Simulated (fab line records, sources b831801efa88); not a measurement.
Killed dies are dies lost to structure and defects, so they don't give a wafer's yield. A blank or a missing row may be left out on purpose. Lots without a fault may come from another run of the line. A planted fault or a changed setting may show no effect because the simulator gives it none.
A struck lot beside a sound one | flow sky130 | 19 steps out of a route of 708
Sound: wafers L320.2, L320.3, L320.6. Struck: wafer L327.2. (L327.1, L327.3 of the same lot were not struck and are left out.) The cause comes at the end.
At each step with rows: each side's tool, then ch and its chambers, then its first start. Under that, the readings that differ: sound wafers | struck wafers | difference of the means | sigmas: that difference in standard deviations of wafers without a fault.
alike: readings whose means differ by less than 2 such deviations, and words and numbers that are the same on both sides. not compared: withheld readings, readings that some wafer has no value for, bounds like >300 that may hide the same value, and numbers for which the record gives no deviation and whose values overlap.
The two part at a step that has a row with sigmas, a row that says differs or no value, or rows on one side only. Numbers that don't overlap but have no deviation are shown without sigmas and don't part them. A reading that every wafer of one side lacks parts them only if that side has two wafers or more.

SKY_CONTACT_ETCH_18: etches Si3N4 in CHF3/O2, stops on TiN, time 39 s, target depth 75 nm.
  sound on rie_diel-04 ch 0,1,3; struck on rie_diel-01 ch 2
  reading                     | sound             | struck | difference | sigmas
  drypump_motor_current_A (A) | 6.6 5.5 5.6       | 4.7    | -1.2       | -2
  throttle_valve_pct (%)      | 8.799 8.765 8.785 | 8.812  | +0.029     | +3
  alike: bias_w, chf3_flow_sccm, oes_product_au
  not compared: rf_hours_counter_h
SKY_CONTACT_STRIP_19: strips in O2/N2.
  sound on plasma_asher-03 ch 0,1, day 32 05:00; struck on plasma_asher-01 ch 0, day 34 16:50
  reading                     | sound          | struck | difference | sigmas
  drypump_motor_current_A (A) | 5.25 5.19 5.20 | 5.86   | +0.65      | +2
  alike: o2_flow_sccm, oes_product_au, strip_time_to_endpoint_s
  not compared: rf_hours_counter_h
then, 3 steps without rows for these wafers: SKY_CONTACT_STRIP_20 (strips in post etch residue remover, time 1200 s); SKY_CONTACT_CLEAN_21 (cleans in IPA, time 180 s); SKY_CONTACT_CLEAN_22 (cleans in O3/DIW).
SKY_CONTACT_SPUTTER_23: material TiN, target thk 20 nm, time 80 s.
  sound on pvd_sputter-04, day 32 05:35; struck on pvd_sputter-01, day 34 17:25
  reading                | sound                | struck | difference | sigmas
  cathode_dc_power_W (W) | 3998.1 3999.5 3999.8 | 4001.6 | +2.5       | +3
  alike: throttle_valve_pct
SKY_CONTACT_CVD_24: deposits W, target thk 340 nm, time 102.12 s.
  sound on cvd_w-01 ch 0,1, day 32 05:40; struck on cvd_w-02 ch 1, day 34 17:29
  alike: heater_power_w
SKY_CONTACT_RS_MEAS_25: measures by four-point-probe.
  sound on film_metro-03, day 32 05:47; struck on film_metro-04, day 34 17:35
  alike: CONTACT_W_RS
SKY_CONTACT_THK_MEAS_26: measures by xrf.
  sound on film_metro-03, day 32 05:54; struck on film_metro-04, day 34 17:43
  alike: CONTACT_W_THK
then, 3 steps without rows for these wafers: SKY_CONTACT_CMP_27 (polishes, stops on SiO2, t overpolish 15 s, target thk 0 nm); SKY_METAL1_SPUTTER_00 (material Ti, target thk 15 nm, time 10 s); SKY_METAL1_SPUTTER_01 (material TiN, target thk 20 nm, time 16.7 s).
SKY_METAL1_SPUTTER_02: material AlCu, target thk 250 nm, time 13.3 s.
  sound on pvd_sputter-03, day 32 06:17; struck on pvd_sputter-03, day 34 18:18
  reading                                     | sound             | struck | difference | sigmas
  cathode_dc_power_W (W)                      | 10598 10601 10602 | 9730.4 | -869.9     | -99 or more
  model.AlCu_of_METAL1_SPUTTER_02.thk_nm (nm) | 254.4 252.1 252.9 | 226    | -27        |
  alike: throttle_valve_pct
SKY_METAL1_SPUTTER_03: material Ti, target thk 5 nm, time 3.3 s.
  sound on pvd_sputter-03, day 32 06:19; struck on pvd_sputter-03, day 34 18:19
  alike: cathode_dc_power_W, throttle_valve_pct
then, 1 step without rows for these wafers: SKY_METAL1_SPUTTER_04 (material TiN, target thk 70 nm, time 58.3 s).
SKY_METAL1_RS_MEAS_05: measures by four-point-probe.
  sound on film_metro-04, day 32 06:25; struck on film_metro-02, day 34 18:23
  reading                 | sound                | struck | difference | sigmas
  METAL1_ALCU_RS (ohm/sq) | 0.1246 0.1258 0.1255 | 0.1410 | +0.0157    | +10
SKY_METAL1_THK_MEAS_06: measures by xrf.
  sound on film_metro-04, day 32 06:31; struck on film_metro-02, day 34 18:31
  reading              | sound       | struck | difference | sigmas
  METAL1_ALCU_THK (nm) | 257 256 257 | 229    | -28        | -9
then, 1 step without rows for these wafers: SKY_METAL1_DEHYDRATE_07 (time 60 s).
-- the record jumps here: 13 days lie between the struck wafers' starts before and after (it left off in module METAL1 and takes up again in module PAD_OPEN, whose first step shown is number 708 of the route) --
SKY_PAD_OPEN_PROBE_99:
  sound on prober-01, day 46 04:34; struck on prober-01, day 48 04:43
  reading                      | sound                | struck | difference | sigmas
  model.etest.met1.line_ohm_um | 0.8852 0.9268 0.9126 | 0.9841 | +0.0759    |
  model.etest.met1.rs_ohm_sq   | 0.126 0.1275 0.1269  | 0.143  | +0.016     |
  alike: defect_limited_yield, killed_at_M0_to_M3, killed_at_M4_up, killed_at_contacts, killed_at_front_end, killed_at_other, killed_dies, killed_open, killed_short, sort_bin_3_pad_short, sort_bin_5_function, sort_bin_6_memory, sort_n_pass, sort_yield_pct

WHERE THEY PART
First at SKY_CONTACT_ETCH_18; last, within this record, at SKY_METAL1_THK_MEAS_06. Later steps at which nothing parts them and some readings are alike: SKY_PAD_OPEN_PROBE_99.

WHY: what the simulator had put in
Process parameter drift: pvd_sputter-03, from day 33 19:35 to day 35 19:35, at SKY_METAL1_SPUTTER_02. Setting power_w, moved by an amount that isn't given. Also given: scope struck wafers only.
